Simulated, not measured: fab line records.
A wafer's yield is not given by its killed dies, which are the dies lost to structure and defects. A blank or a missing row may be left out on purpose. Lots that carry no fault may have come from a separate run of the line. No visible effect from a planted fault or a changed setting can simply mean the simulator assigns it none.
A struck lot beside a sound one | flow sky130 | 17 steps out of a route of 708
Sound: wafers L773.1, L773.4, L773.5. The struck wafers were L786.1, L786.3, L786.5. Last of all comes the cause.
For every step that has rows: the tool of each side, followed by ch and its chambers, followed by its first start. Under that, the readings that differ: sound wafers | struck wafers | difference of the means | sigmas: that difference in standard deviations of wafers without a fault.
alike: words and numbers the same on both sides, and readings whose means are apart by under 2 such deviations; not compared: readings that were withheld, readings missing a value for some wafer, numbers with overlapping values and no deviation given by the record, and bounds like >300 which may hide the same value.
Wherever a step has rows on one side only, a row that says differs or no value, or a row with sigmas, the two part there. When numbers do not overlap yet have no deviation, they are printed without sigmas and do not part them. A reading that every wafer of one side lacks parts them only if that side has two wafers or more.

first, 1 step without rows for these wafers: SKY_VT_ADJUST_NCORE_IMPLANT_09.
SKY_VT_ADJUST_NCORE_STRIP_10: strips in O2/N2.
  sound on plasma_asher-02 ch 0,1, day 9 22:28; struck on plasma_asher-01 ch 1, day 13 20:05
  alike: chamber_pressure_mTorr, drypump_motor_current_A, oes_product_au, strip_time_to_endpoint_s
  not compared: rf_hours_counter_h
SKY_VT_ADJUST_NCORE_TW_MEAS_11:
  sound on film_metro-03 at day 9 22:35; struck on film_metro-03 at day 13 20:11
  alike: VT_ADJUST_NCORE_TW
then, 7 steps without rows for these wafers: SKY_VT_ADJUST_HVTR_DEHYDRATE_00 (time 60 s); SKY_VT_ADJUST_HVTR_HMDS_01 (prime time 60 s); SKY_VT_ADJUST_HVTR_COAT_02 (resist thk 1140 nm); SKY_VT_ADJUST_HVTR_SOFTBAKE_03 (time 60 s); SKY_VT_ADJUST_HVTR_EXPOSE_04 (exposes mask HVTRM, target cd 380 nm); SKY_VT_ADJUST_HVTR_PEB_05; SKY_VT_ADJUST_HVTR_DEVELOP_06 (develop time 60 s).
SKY_VT_ADJUST_HVTR_CD_MEAS_07 targets a cd of 380 nm.
  sound on cd_sem-02 at day 10 20:32; struck on cd_sem-01 at day 14 21:05
  alike: cd_nm
SKY_VT_ADJUST_HVTR_OVL_MEAS_08:
  sound on overlay-02 at day 10 20:39; struck on overlay-02 at day 14 21:12
  alike: VT_ADJUST_HVTR_OVL
SKY_VT_ADJUST_HVTR_IMPLANT_09:
  sound on implanter-04 ch 0, day 10 20:41; struck on implanter-04 ch 0, day 14 21:14
  reading            | sound                           | struck                           | difference  | sigmas
  dose_ions_cm2      | 2.0997e+12 2.0991e+12 2.099e+12 | 1.2925e+12 1.2925e+12 1.2883e+12 | -8.0817e+11 | -99 or more
  faraday_current_uA | 11.96 11.66 12.14               | 7.19 7.25 7.36                   | -4.65       | -19
SKY_VT_ADJUST_HVTR_STRIP_10: strips in O2/N2.
  sound on plasma_asher-02 ch 0,1, day 10 20:50; struck on plasma_asher-03 ch 0,1, day 14 21:23
  alike: chamber_pressure_mTorr, drypump_motor_current_A, oes_product_au, strip_time_to_endpoint_s
  not compared: rf_hours_counter_h
SKY_VT_ADJUST_HVTR_TW_MEAS_11:
  sound on film_metro-01 at day 10 20:56; struck on film_metro-03 at day 14 21:29
  reading           | sound             | struck            | difference | sigmas
  VT_ADJUST_HVTR_TW | 212.8 213.2 212.6 | 182.4 182.8 183.3 | -30.0      | -19
then, 1 step without rows for these wafers: SKY_VT_ADJUST_PCH_DEHYDRATE_00 (time 60 s).
-- a jump in the record: the struck wafers' starts before and after are 35 days apart (it breaks off in module VT_ADJUST_PCH and resumes in module PAD_OPEN, where the first step shown is number 708 of the route) --
SKY_PAD_OPEN_PROBE_99:
  sound on prober-01 at day 46 18:23; struck on prober-02 at day 50 01:21
  reading                                  | sound                   | struck                  | difference | sigmas
  model.etest.pfet_01v8_mvt.drive_ua_um    | 147.3 149.2 150.2       | 129 128.7 127.9         | -20        |
  model.etest.pfet_01v8_mvt.off_log10_a_um | -10.87 -10.87 -10.93    | -12.51 -12.4 -12.47     | -1.57      |
  model.etest.pfet_01v8_mvt.vt_sat_v (V)   | -0.5816 -0.5819 -0.5848 | -0.721 -0.7185 -0.7175  | -0.136     |
  model.etest.pfet_01v8_mvt.vt_v (V)       | -0.6619 -0.6643 -0.6677 | -0.7825 -0.7808 -0.7789 | -0.1161    |
  model.etest.pfet_01v8_mvt.vt_long_v (V)  | -0.863 -0.8649 -0.8672  | -0.9737 -0.9757 -0.9722 | -0.1088    |
  alike: killed_at_M0_to_M3, killed_at_M4_up, killed_at_contacts, killed_at_front_end, killed_at_other, killed_dies, killed_open, killed_short

== WHERE THEY PART ==
Last at SKY_VT_ADJUST_HVTR_TW_MEAS_11 as far as this record goes, first at SKY_VT_ADJUST_HVTR_IMPLANT_09. Later steps at which nothing parts them and some readings are alike: SKY_PAD_OPEN_PROBE_99.

WHY: the cause the simulator had injected
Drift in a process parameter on implanter-04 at SKY_VT_ADJUST_HVTR_IMPLANT_09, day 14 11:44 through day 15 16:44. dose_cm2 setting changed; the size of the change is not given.
